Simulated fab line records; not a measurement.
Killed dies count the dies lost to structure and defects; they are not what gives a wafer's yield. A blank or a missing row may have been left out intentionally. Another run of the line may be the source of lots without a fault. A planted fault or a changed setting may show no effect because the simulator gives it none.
One fault through the eyes of 2 desks -- flow gf180mcu -- only its own numbers are on each desk; what lay behind them is given at the end

DESK OF THE TOOL OWNER: implanter-03
GF_NSD_IMPLANT_09, tool's own readings: per-lot mean of the sampled wafers with a number, covering each lot this tool ran. If a lot's mean is further than 4 standard deviations from the usual mean, the lot is out of limits and carries the mark OUT (the distance appears in the brackets).
Columns: A = doseIonsCm2 at GF_NSD_IMPLANT_09, usual 4e+15
lot,first seen here,A
L751,day 13 11:44,4e+15
L752,day 13 20:48,4e+15
L753,day 13 23:27,4e+15
L754,day 14 13:51,4e+15
L756,day 15 03:10,4e+15
L758,day 16 04:40,4e+15
L767,day 18 15:57,4e+15
L771,day 20 00:58,4e+15
L774,day 21 06:05,4e+15
This desk's finding: nothing out of limits on any of the 9 lots.

AT THE METROLOGY DESK
Means of the sampled wafers that have a number, per lot and without regard to the tool the lot ran on: this is what the gauges read. If a lot's mean is further than 4 standard deviations from the usual mean, the lot is out of limits and carries the mark OUT (the distance appears in the brackets).
Columns: A = cdNm at GF_HV_LDD_CD_MEAS_46, usual 399.3 nm; B = cdNm at GF_PSD_CD_MEAS_07, usual 400.1 nm; C = NSD_RS at GF_PSD_RS_MEAS_14, usual 46.16 ohm/sq
lot,first seen here,A,B,C
L751,day 12 11:26,399.1,400.0,46.09
L752,day 12 20:49,397.3,399.3,46.21
L753,day 12 23:23,402.5,402.1,46.15
L754,day 13 14:38,398.8,398.7,45.44 (-7.4) OUT
L756,day 14 02:37,402.4,401.5,45.62 (-5.5) OUT
L758,day 15 01:21,401.8,398.5,45.89
L763,day 16 08:33,398.5,400.9,46.23
L766,day 17 09:50,399.6,398.0,46.14
L767,day 17 13:08,398.3,401.1,46.29
L768,day 18 00:14,400.3,401.2,46.35
L771,day 18 20:41,397.7,402.1,46.05
L772,day 19 07:29,401.2,399.2,46.13
L774,day 20 03:05,398.9,398.4,46.16
This desk's result: L754, L756 out of limits, first on L754 (NSD_RS at GF_PSD_RS_MEAS_14), day 15 11:43. In limits: L751, L752, L753, L758, L763, L766, L767, L768, L771, L772, L774.

PUT TOGETHER
An alarm was possible from the metrology desk at day 15 11:43, on L754, L756.
The desk of the tool owner found nothing out of limits.
Tool owner's desk: L754, L756 on record, inside its limits.
All the named lots went through GF_NSD_IMPLANT_09 on implanter-03.

WHAT THE SIMULATOR PUT IN
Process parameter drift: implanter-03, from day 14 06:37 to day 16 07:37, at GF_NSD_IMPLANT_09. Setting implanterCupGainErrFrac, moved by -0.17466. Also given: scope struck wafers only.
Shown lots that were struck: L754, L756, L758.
Per desk, hours elapsed from the start of the fault to the first reading out of limits: for the metrology desk, 29.
